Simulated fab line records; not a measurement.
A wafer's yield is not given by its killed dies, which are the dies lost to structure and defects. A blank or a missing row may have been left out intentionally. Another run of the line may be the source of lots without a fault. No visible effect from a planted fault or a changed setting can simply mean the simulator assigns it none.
Comparing a struck lot with a sound one | flow gf180mcu | 15 out of 602 route steps
Sound: wafers L828.2, L828.4, L828.6. Struck: wafers L838.4, L838.6. (L838.3 of the same lot was not struck and is left out.) The cause comes at the end.
At each step with rows: each side's tool, then ch and its chambers, then its first start. Under that, the readings that differ: sound wafers | struck wafers | difference of the means | sigmas: that difference in standard deviations of wafers without a fault.
alike: a reading whose means differ by less than 2 such deviations, as well as words and numbers matching on both sides. not compared: withheld readings; readings where some wafer has no value; bounds like >300 that might hide an equal value; numbers whose values overlap and for which the record gives no deviation.
A row with sigmas, a row that says differs or no value, or rows on one side alone: a step with any of these is where the two part. When numbers do not overlap yet have no deviation, they are printed without sigmas and do not part them. A reading that every wafer of one side lacks parts them only if that side has two wafers or more.

first, 5 steps without rows for these wafers: GF_V1_COAT_09 (resist thk 1000 nm); GF_V1_SOFTBAKE_10 (time 60 s); GF_V1_EXPOSE_11 (exposes mask Via1, target cd 260 nm); GF_V1_PEB_12 (peb time 90 s); GF_V1_DEVELOP_13 (develop time 60 s).
GF_V1_CD_MEAS_14: the cd target is 260 nm.
  struck on cd-sem-02, day 23 10:37; sound on cd-sem-02, day 19 14:58
  alike: cd-nm
GF_V1_OVL_MEAS_15:
  struck on overlay-01, day 23 10:43; sound on overlay-02, day 19 15:05
  alike: V1_OVL
GF_V1_ETCH_16: etches BARC in N2/H2.
  sound on rie-diel-03 ch 0,1,3, day 19 15:07; struck on rie-diel-03 ch 3, day 23 10:44
  alike: drypump-motor-current-A, oes-product-au, throttle-valve-pct
GF_V1_ETCH_17: etches SiO2 in C4F8/O2/Ar, stops on TiN, target depth 630 nm.
  sound on rie-diel-03 ch 0,1,3; struck on rie-diel-03 ch 3
  reading               | sound             | struck      | difference | sigmas
  oes-product-au (a.u.) | 0.854 0.853 0.856 | 0.863 0.865 | +0.010     | +2
GF_V1_STRIP_18: strips in O2/N2.
  sound on plasma-asher-02 ch 0, day 19 15:14; struck on plasma-asher-02 ch 0,1, day 23 10:54
  alike: drypump-motor-current-A, heater-power-w, oes-product-au
  not compared: rf-hours-counter-h
then, 2 steps without rows for these wafers: GF_V1_STRIP_19 (strips in post etch residue remover, time 1200 s); GF_V1_CLEAN_20 (cleans in DIW).
GF_V1_SPUTTER_21: material Ti, target thk 15 nm, time 80.02 s.
  struck on pvd-sputter-02, day 23 11:24; sound on pvd-sputter-03, day 19 15:47
  reading                               | sound            | struck     | difference | sigmas
  model.Ti_of_V1_SPUTTER_21.thk-nm (nm) | 14.69 14.87 14.5 | 6.03 6.278 | -8.53      |
  alike: throttle-valve-pct
GF_V1_SPUTTER_22: material TiN, target thk 10 nm, time 40 s.
  struck on pvd-sputter-02, day 23 11:28; sound on pvd-sputter-03, day 19 15:50
  alike: throttle-valve-pct
-- the record jumps here: 10 days lie between the struck wafers' starts before and after (it left off in module V1 and takes up again in module PASSIVATION, whose first step shown is number 602 of the route) --
GF_PASSIVATION_PROBE_99:
  only the struck wafers here have rows in the record (prober-01, day 33 01:11); the sound ones have none

WHERE THEY PART
At GF_V1_ETCH_17 first; at GF_PASSIVATION_PROBE_99 last (within this record only).

WHY: what had been put in by the simulator
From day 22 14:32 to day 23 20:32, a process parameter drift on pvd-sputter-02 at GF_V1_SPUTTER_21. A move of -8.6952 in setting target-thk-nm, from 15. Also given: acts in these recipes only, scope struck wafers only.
